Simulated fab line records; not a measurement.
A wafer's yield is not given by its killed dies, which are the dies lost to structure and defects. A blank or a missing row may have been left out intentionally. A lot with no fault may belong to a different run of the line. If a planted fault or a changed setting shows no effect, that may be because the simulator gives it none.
Which of the tools did it?	flow gf180mcu	42 wafers from 14 lots sampled at 4 of the route's 602 steps

WHAT THE GAUGES SHOWED, per wafer
GF_STI_THK_MEAS_22.
lot	measured	on	STI_OXIDATION_01_THK (nm)
L520	day 2 03:10	filmMetro-04	15.1 14.6 14.9
L521	day 2 09:34	filmMetro-04	15.7 15.7 15.9
L524	day 2 23:37	filmMetro-04	14.7 14.8 15.0
L525	day 3 06:40	filmMetro-02	15.2 15.4 15.3
L526	day 3 10:51	filmMetro-04	15.1 14.9 14.9
L529	day 4 06:16	filmMetro-01	15.5 15.3 15.3
L530	day 4 13:08	filmMetro-02	15.0 14.9 15.1
L531	day 4 13:09	filmMetro-04	14.9 15.1 15.1
L536	day 5 17:02	filmMetro-04	14.9 14.7 15.2
L537	day 5 19:37	filmMetro-04	14.7 14.7 14.8
L539	day 6 06:32	filmMetro-04	15.2 15.1 15.1
L540	day 6 11:34	filmMetro-01	15.2 15.2 15.0
L541	day 6 19:06	filmMetro-04	14.6 14.6 14.7
L543	day 7 00:34	filmMetro-02	15.0 15.2 15.3

GF_POLY_GATE_OVL_MEAS_11.
lot	measured	on	POLY_GATE_OVL (nm)
L520	day 9 00:52	overlay-02	-4 -1 -6
L521	day 9 05:58	overlay-01	-9 0 -7
L524	day 10 01:50	overlay-02	1 1 -1
L525	day 10 14:46	overlay-02	-8 -7 -1
L526	day 10 18:53	overlay-01	2 1 4
L529	day 12 11:38	overlay-02	3 5 -1
L530	day 12 18:44	overlay-01	-2 -8 -7
L531	day 12 15:25	overlay-02	0 -1 2
L536	day 14 05:20	overlay-01	1 3 1
L537	day 14 12:58	overlay-01	-5 -5 -8
L539	day 14 23:05	overlay-02	2 10 7
L540	day 15 05:08	overlay-01	8 7 5
L541	day 15 17:41	overlay-01	-4 -8 1
L543	day 16 04:31	overlay-02	1 2 -5

TOOL THAT RAN EACH LOT (tool first, then ch and the chambers of the sampled wafers, then the start)
lot	GF_STI_CMP_25	GF_VT_IMPLANT_SOFTBAKE_14
L520	cmp-01 ch 0,1, day 2 03:20	lithoTrack-03 ch 0, day 5 19:25
L521	cmp-02 ch 0,2,3, day 2 09:47	lithoTrack-03 ch 0, day 6 01:04
L524	cmp-02 ch 0,2, day 2 23:48	lithoTrack-03 ch 0, day 6 19:12
L525	cmp-01 ch 0,1,2, day 3 06:54	lithoTrack-01 ch 0, day 7 04:50
L526	cmp-01 ch 0,1,2, day 3 11:08	lithoTrack-04 ch 0, day 7 09:24
L529	cmp-01 ch 0,1,3, day 4 06:31	lithoTrack-04 ch 0, day 8 17:01
L530	cmp-02 ch 2,3, day 4 13:19	lithoTrack-03 ch 0, day 9 00:16
L531	cmp-01 ch 0,2,3, day 4 13:25	lithoTrack-03 ch 0, day 8 23:43
L536	cmp-01 ch 0,3, day 5 17:17	lithoTrack-03 ch 0, day 10 07:37
L537	cmp-02 ch 0,1,3, day 5 19:51	lithoTrack-03 ch 0, day 10 11:29
L539	cmp-01 ch 0,1,3, day 6 06:50	lithoTrack-04 ch 0, day 10 21:28
L540	cmp-02 ch 0,1,2, day 6 11:45	lithoTrack-04 ch 0, day 11 03:58
L541	cmp-02 ch 0,1, day 6 19:17	lithoTrack-04 ch 0, day 11 13:58
L543	cmp-01 ch 0,2,3, day 7 00:44	lithoTrack-01 ch 0, day 11 20:32
- GF_STI_CMP_25: polishes, stops on Si3N4, t overpolish 33 s, target thk 524.6 nm.
- GF_VT_IMPLANT_SOFTBAKE_14: time 60 s.

AS READ BY THE TOOLS THEMSELVES (means over the sampled wafers that have a number; for cases with no such wafer, the mark the record gives instead)
GF_STI_CMP_25.
lot	tool	motorCurrentA (A)	overpolishRunS (s)	timeToEndpointS (s)
L520	cmp-01	12.2	33.000	121
L521	cmp-02	12.7	32.998	120
L524	cmp-02	12.7	33.007	124
L525	cmp-01	12.4	33.000	117
L526	cmp-01	12.7	33.003	120
L529	cmp-01	11.8	33.002	118
L530	cmp-02	12.5	32.995	111
L531	cmp-01	12.1	33.008	113
L536	cmp-01	11.1	33.000	114
L537	cmp-02	13.0	32.999	119
L539	cmp-01	11.4	33.004	120
L540	cmp-02	12.5	33.003	113
L541	cmp-02	12.3	33.000	116
L543	cmp-01	12.3	33.001	113

GF_VT_IMPLANT_SOFTBAKE_14.
lot	tool	exhaustPa (Pa)	plateTempC (C)	runLengthS (s)
L520	lithoTrack-03	44.0	89.97	89.49
L521	lithoTrack-03	45.9	90.08	89.39
L524	lithoTrack-03	44.8	89.84	89.47
L525	lithoTrack-01	44.0	90.07	89.50
L526	lithoTrack-04	43.9	89.92	89.11
L529	lithoTrack-04	45.3	89.91	89.03
L530	lithoTrack-03	45.9	89.95	89.55
L531	lithoTrack-03	46.1	90.15	89.48
L536	lithoTrack-03	45.7	90.07	102.80
L537	lithoTrack-03	47.0	90.00	102.76
L539	lithoTrack-04	45.2	90.16	89.12
L540	lithoTrack-04	47.2	90.06	89.16
L541	lithoTrack-04	44.6	89.95	89.09
L543	lithoTrack-01	44.6	89.88	89.52

THE ANSWER, worked out from the rows above alone
Rule: usual is defined by the lots themselves. The widest of any qualifying gaps counts: lots, ordered by their means at a reading, are off when they make up no more than a third of the lots, leave a main group of 4 or more, and stand apart from it by 3 or more times the standard deviation of that group's means. The tables above print the reading to a certain number of digits; a main group whose means all agree to those digits is not used. A lot without any number at a reading at which 4 lots or more have one is off too. Where the step has rows for the other lots, those lots are counted as sound. First the gauges in route order, then the tools' own readings, where a lot's mean is used as printed above. At the first step where some lot is off, the reading lying furthest off is the one used; lots without a number count as furthest.
Off at GF_VT_IMPLANT_SOFTBAKE_14 (runLengthS): L536, L537. For the main group the mean is 89.33 s and the standard deviation 0.19.
A tool fits if, at that step or a process step before it, it ran every lot that is off, and no sound lot after the first of them. One fits: lithoTrack-03 at GF_VT_IMPLANT_SOFTBAKE_14. A fault onset in the window from L530 (day 9 00:16, its last sound lot) to L536 (day 10 07:37, its first lot off) fits.
The tool's own readings at GF_VT_IMPLANT_SOFTBAKE_14 bear it out: on the lots that are off they differ by more than 5 times the standard deviation of the sound lots' means. runLengthS reads 102.78 s there against 89.33 s on the sound lots.

WHAT HAD BEEN PUT IN BY THE SIMULATOR
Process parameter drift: lithoTrack-03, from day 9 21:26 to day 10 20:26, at GF_VT_IMPLANT_SOFTBAKE_14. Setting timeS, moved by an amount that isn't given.
Struck lots among those shown: L536, L537. This agrees with what the rule above found.
